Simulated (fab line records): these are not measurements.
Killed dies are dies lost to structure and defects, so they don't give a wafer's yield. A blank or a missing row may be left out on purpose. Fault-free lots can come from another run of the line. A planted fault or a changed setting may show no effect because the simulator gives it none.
Which tool did it? -- flow sky130 -- 6 lots with 18 wafers sampled at 2 steps, on a route of 708 steps

WHAT THE GAUGES SHOWED, per wafer
SKY_NWELL_TW_MEAS_15.
lot,measured,on,NWELL_TW
L410,day 4 19:16,film-metro-02,1829 1821 1828
L415,day 6 03:28,film-metro-04,1827 1832 1827
L424,day 8 04:40,film-metro-01,1711 1713 1719
L428,day 9 05:47,film-metro-01,1830 1832 1828
L430,day 9 15:54,film-metro-04,1820 1813 1824
L432,day 10 06:39,film-metro-01,1825 1822 1824

EACH LOT AND THE TOOL THAT RAN IT (in order: tool; ch and the chambers of the sampled wafers; start)
lot,SKY_NWELL_IMPLANT_11
L410,"implanter-02 ch 0, day 4 18:44"
L415,"implanter-03 ch 0, day 6 02:56"
L424,"implanter-02 ch 0, day 8 04:09"
L428,"implanter-04 ch 0, day 9 05:14"
L430,"implanter-04 ch 0, day 9 15:22"
L432,"implanter-04 ch 0, day 10 06:06"
- SKY_NWELL_IMPLANT_11

THE ANSWER, worked out from the rows above alone
Rule: the usual values come from the lots themselves. Put in order of their means at a reading, lots are off if they are a third of the lots or fewer, leave a main group of 4 or more, and stand apart from it by a gap of 3 or more times the standard deviation of the main group's means; of several such gaps the widest counts. If all means in a main group match to the digits the tables above print for the reading, that group is not used. Also off: a lot with no number at a reading for which 4 or more lots have one. All remaining lots with rows at the step are treated as sound.
Off: at SKY_NWELL_TW_MEAS_15 (NWELL_TW), L424. For the main group the mean is 1825 and the standard deviation 3.9.
A tool fits if, at a process step before that reading, it ran every lot that is off, and no sound lot after the first of them. Gauges at SKY_NWELL_TW_MEAS_15: tried the same way as those tools. One fits: SKY_NWELL_IMPLANT_11 on implanter-02. A fault onset in the window from L410 (day 4 18:44, its last sound lot) to L424 (day 8 04:09, its first lot off) fits.

WHAT THE SIMULATOR HAD INSERTED
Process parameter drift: implanter-02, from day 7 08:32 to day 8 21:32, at SKY_NWELL_IMPLANT_11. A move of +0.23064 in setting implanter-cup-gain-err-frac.
Lots struck among those shown: L424. Same finding as the rule above.
